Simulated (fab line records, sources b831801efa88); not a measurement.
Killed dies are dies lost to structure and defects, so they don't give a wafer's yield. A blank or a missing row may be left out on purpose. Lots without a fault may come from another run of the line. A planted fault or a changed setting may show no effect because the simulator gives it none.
Chamber matching | flow sky130 | SKY_POLY_GATE_ETCH_15 on rie_diel-01: 4 sister chambers
The step etches BARC in N2/H2, stops on SiO2, time 118.5 s, target depth 110 nm. 8 wafers are shown with their chamber, then 7 later ones without.

WAFERS WITH THEIR CHAMBER
wafer  | chamber | drypump_motor_current_A (A) | oes_product_au (a.u.)
L449.1 | 1       | 5.56                        | 0.712
L454.1 | 3       | 6.24                        | 0.712
L454.6 | 3       | 6.23                        | 0.719
L457.2 | 0       | 5.93                        | 0.719
L457.3 | 1       | 5.59                        | 0.709
L457.4 | 2       | 5.59                        | 0.726
L458.1 | 2       | 5.57                        | 0.720
L458.3 | 0       | 5.92                        | 0.723

WAFERS WITHOUT THEIR CHAMBER
wafer  | drypump_motor_current_A (A) | oes_product_au (a.u.)
L458.4 | 5.58                        | 0.723
L466.1 | 5.62                        | 0.722
L466.3 | 5.58                        | 0.712
L466.6 | 6.21                        | 0.719
L470.2 | 5.56                        | 0.714
L470.4 | 5.93                        | 0.714
L470.6 | 5.54                        | 0.714

WHICH CHAMBER EACH WENT THROUGH
wafer  | from the rows above     | in truth
L458.4 | 2                       | 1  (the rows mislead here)
L466.1 | can't be placed: 2 or 1 | 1
L466.3 | 1                       | 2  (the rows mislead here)
L466.6 | 3                       | 3
L470.2 | can't be placed: 1 or 2 | 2
L470.4 | 0                       | 0
L470.6 | can't be placed: 1 or 2 | 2
Placed correctly: 2 of 7. Can't be placed from these rows: 3 (the true chamber is among the candidates in 3). Placed wrongly: 2.
How it was worked out, from the rows above alone: a wafer's distance from a chamber is the root of the sum, over the readings, of the square of ((its reading less the chamber's mean) divided by the reading's scatter). The wafer belongs to the nearest chamber; if the next one is less than 2 further off, it can't be placed. A chamber's mean is the mean of its shown wafers. The scatter: the root of (the sum of the squares of (reading less its chamber's mean) over the shown wafers, divided by (wafers less chambers)).
